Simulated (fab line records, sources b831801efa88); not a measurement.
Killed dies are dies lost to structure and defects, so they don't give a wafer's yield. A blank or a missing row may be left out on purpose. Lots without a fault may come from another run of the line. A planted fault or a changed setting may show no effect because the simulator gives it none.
Chamber matching | flow sky130 | SKY_VIA2_CMP_24 on cmp-01: 4 sister chambers
The step polishes, stops on SiO2, t overpolish 20 s, target thk 0 nm. 20 wafers are shown with their chamber, then 10 later ones without.

WAFERS WITH THEIR CHAMBER
wafer  | chamber | motor_current_A (A) | time_to_endpoint_s (s) | retaining_ring_pressure_frac
L077.2 | 0       | 11.5                | 97                     | 0.997
L077.3 | 1       | 11.4                | 94                     | 0.998
L077.6 | 1       | 10.9                | 96                     | 1.001
L078.3 | 1       | 11.6                | 90                     | 1.000
L078.4 | 2       | 12.7                | 98                     | 0.990
L078.5 | 1       | 10.8                | 94                     | 0.993
L079.1 | 0       | 11.4                | 97                     | 1.006
L079.3 | 2       | 12.1                | 97                     | 0.998
L079.5 | 0       | 10.6                | 98                     | 1.002
L080.2 | 3       | 10.0                | 100                    | 1.002
L080.5 | 2       | 12.9                | 98                     | 0.999
L080.6 | 1       | 10.8                | 93                     | 0.998
L081.1 | 0       | 11.6                | 97                     | 0.997
L081.2 | 3       | 10.4                | 102                    | 1.002
L081.5 | 3       | 10.5                | 103                    | 1.007
L084.1 | 0       | 11.1                | 96                     | 1.000
L084.2 | 2       | 12.3                | 98                     | 0.999
L084.6 | 2       | 12.6                | 98                     | 1.008
L091.1 | 2       | 12.1                | 95                     | 0.991
L091.5 | 0       | 11.4                | 96                     | 1.001

SIGNATURES (means of the wafers above)
reading                      | chamber 0 | chamber 1 | chamber 2 | chamber 3 | scatter within a chamber
motor_current_A              | 11.267    | 11.100    | 12.450    | 10.300    | 0.347
time_to_endpoint_s           | 96.83     | 93.40     | 97.33     | 101.67    | 1.46
retaining_ring_pressure_frac | 1.00050   | 0.99800   | 0.99750   | 1.00367   | 0.00451
Rule: a wafer's distance from a chamber is the root of the sum, over the readings, of the square of ((its reading less the chamber's mean) divided by the reading's scatter). The wafer belongs to the nearest chamber; if the next one is less than 2 further off, it can't be placed. The scatter: the root of (the sum of the squares of (reading less its chamber's mean) over the shown wafers, divided by (wafers less chambers)).

WAFERS WITHOUT THEIR CHAMBER
wafer  | motor_current_A (A) | time_to_endpoint_s (s) | retaining_ring_pressure_frac
L091.6 | 10.0                | 98                     | 1.005
L092.2 | 11.6                | 99                     | 0.995
L092.4 | 10.6                | 100                    | 0.996
L092.6 | 10.8                | 94                     | 1.005
L094.2 | 11.9                | 98                     | 0.993
L094.3 | 10.3                | 105                    | 0.995
L094.5 | 11.1                | 97                     | 1.000
L097.1 | 10.4                | 102                    | 1.002
L097.2 | 11.8                | 96                     | 0.997
L097.4 | 12.5                | 97                     | 0.999

WHICH CHAMBER EACH WENT THROUGH
wafer  | from the rows above          | in truth
L091.6 | can't be placed: 3 or 0      | 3
L092.2 | can't be placed: 0 or 2      | 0
L092.4 | can't be placed: 3 or 0      | 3
L092.6 | can't be placed: 1 or 0      | 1
L094.2 | can't be placed: 2 or 0      | 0
L094.3 | 3                            | 3
L094.5 | 0                            | 0
L097.1 | 3                            | 3
L097.2 | can't be placed: 0 or 2 or 1 | 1
L097.4 | 2                            | 2
Placed correctly: 4 of 10. Can't be placed from these rows: 6 (the true chamber is among the candidates in 6). Placed wrongly: 0.
